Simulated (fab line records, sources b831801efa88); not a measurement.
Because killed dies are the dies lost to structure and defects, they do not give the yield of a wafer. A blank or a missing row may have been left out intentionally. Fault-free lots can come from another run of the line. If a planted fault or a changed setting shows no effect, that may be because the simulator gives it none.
A lot that was struck, set against a sound lot :: flow sky130 :: 22 steps out of a route of 708
Sound: the wafers L316.2, L316.5, L316.6. Struck: wafer L303.1 (left out: L303.6, a lot-mate that was not struck); the cause follows at the end.
Per side, at each step with rows, come the tool, then ch with its chambers, and then its first start. Under that, the readings that differ: sound wafers :: struck wafers :: difference of the means :: sigmas: that difference in standard deviations of wafers without a fault.
alike: same words and numbers on both sides, and readings whose means sit less than 2 such deviations apart. not compared: any withheld reading, any reading some wafer has no value for, any bound like >300 that may hide the same value, and any number with overlapping values for which the record gives no deviation.
Wherever a step has rows on one side only, a row that says differs or no value, or a row with sigmas, the two part there. Non-overlapping numbers with no deviation appear without sigmas and do not part them. Lack of a reading on every wafer of one side parts them only where that side has two or more wafers.

first, 1 step without rows for these wafers: SKY_CAPM_DEVELOP_11 (develop time 60 s).
SKY_CAPM_OVL_MEAS_12:
  sound: overlay-02 at day 43 16:29; struck: overlay-01 at day 40 05:56
  alike: CAPM_OVL
SKY_CAPM_METAL_ETCH_13: etches TiN in Cl2/BCl3, stops on SiO2, target depth 220 nm, time 62.9 s.
  sound on rie metal-04 ch 0,1, day 43 16:31; struck on rie metal-03 ch 1, day 40 05:58
reading: drypump motor current A (A)
sound: 6.5 5.6 6.5
struck: 5.1
difference: -1.1
sigmas: -2
  alike: chamber pressure mTorr, oes product au, throttle valve pct
  not compared: rf hours counter h
SKY_CAPM_STRIP_14: strips in O2/N2.
  sound on plasma asher-01 ch 0,1, day 43 16:35; struck on plasma asher-03 ch 0, day 40 06:03
reading: chamber pressure mTorr (mTorr)
sound: 1501.5 1499.1 1502.2
struck: 1497.1
difference: -3.8
sigmas: -3
  alike: drypump motor current A, oes product au, strip time to endpoint s
  not compared: rf hours counter h
then, 8 steps without rows for these wafers: SKY_CAPM_STRIP_15 (strips in post etch residue remover, time 1200 s); SKY_CAPM_CLEAN_16 (cleans in IPA, time 180 s); SKY_CAPM_CLEAN_17 (cleans in O3/DIW); SKY_METAL3_DEHYDRATE_05 (time 60 s); SKY_METAL3_HMDS_06 (prime time 60 s); SKY_METAL3_COAT_07 (resist thk 60 nm); SKY_METAL3_COAT_08 (resist thk 1140 nm); SKY_METAL3_SOFTBAKE_09 (time 90 s).
SKY_METAL3_EXPOSE_10: exposes mask MM3, target cd 300 nm.
  sound on krf scanner-01 ch 0, day 44 05:40; struck on krf scanner-01 ch 0, day 40 19:34
  alike: mask, exposure dose mJ cm2
then, 2 steps without rows for these wafers: SKY_METAL3_PEB_11; SKY_METAL3_DEVELOP_12 (develop time 60 s).
SKY_METAL3_CD_MEAS_13: target cd 300 nm.
  sound: cd sem-01 at day 44 15:56; struck: cd sem-01 at day 41 07:08
reading: cd nm (nm)
sound: 300.5 299.6 300.5
struck: 289.3
difference: -10.9
sigmas: -8
SKY_METAL3_OVL_MEAS_14:
  sound: overlay-02 at day 44 16:02; struck: overlay-02 at day 41 07:15
  alike: METAL3_OVL
SKY_METAL3_DESCUM_15: chemistry O2, time 8 s.
  sound on rie metal-03 ch 0,1, day 44 16:04; struck on rie metal-04 ch 1, day 41 07:17
  alike: chamber pressure mTorr, drypump motor current A, oes product au
  not compared: rf hours counter h, model.METAL3.cd nm
SKY_METAL3_ETCH_16: etches BARC in N2/H2, stops on SiO2, time 88.2 s, target depth 60 nm.
  sound on rie metal-03 ch 0,1, day 44 16:06; struck on rie metal-04 ch 1, day 41 07:19
  alike: chamber pressure mTorr, drypump motor current A, oes product au, throttle valve pct
  not compared: rf hours counter h
SKY_METAL3_ETCH_17: etches SiO2 in C4F8/O2/Ar, stops on TiN, time 3.9 s, target depth 15 nm.
  sound on rie diel-01 ch 0,2,3, day 44 16:12; struck on rie diel-02 ch 1, day 41 07:25
  alike: chamber pressure mTorr, oes product au
SKY_METAL3_METAL_ETCH_18: etches the open film in Cl2/BCl3, stops on SiO2, target depth 845 nm, time 183.1 s.
  sound on rie metal-02 ch 0,1, day 44 16:13; struck on rie metal-03 ch 0, day 41 07:26
reading: model.METAL3.cd nm (nm)
sound: 296 294.7 307.5
struck: 285.9
difference: -13.5
sigmas: 
  alike: chamber pressure mTorr, drypump motor current A, oes product au, throttle valve pct
  not compared: rf hours counter h
SKY_METAL3_STRIP_19: strips in O2/N2.
  sound on plasma asher-02 ch 0,1, day 44 16:23; struck on plasma asher-02 ch 0, day 41 07:37
  alike: chamber pressure mTorr, drypump motor current A, oes product au, strip time to endpoint s
  not compared: rf hours counter h

== WHERE THEY PART ==
First at SKY_CAPM_METAL_ETCH_13; last, within this record, at SKY_METAL3_CD_MEAS_13. Later steps at which nothing parts them and some readings are alike: SKY_METAL3_OVL_MEAS_14, SKY_METAL3_DESCUM_15, SKY_METAL3_ETCH_16, SKY_METAL3_ETCH_17, SKY_METAL3_METAL_ETCH_18, SKY_METAL3_STRIP_19.

WHY: what had been put in by the simulator
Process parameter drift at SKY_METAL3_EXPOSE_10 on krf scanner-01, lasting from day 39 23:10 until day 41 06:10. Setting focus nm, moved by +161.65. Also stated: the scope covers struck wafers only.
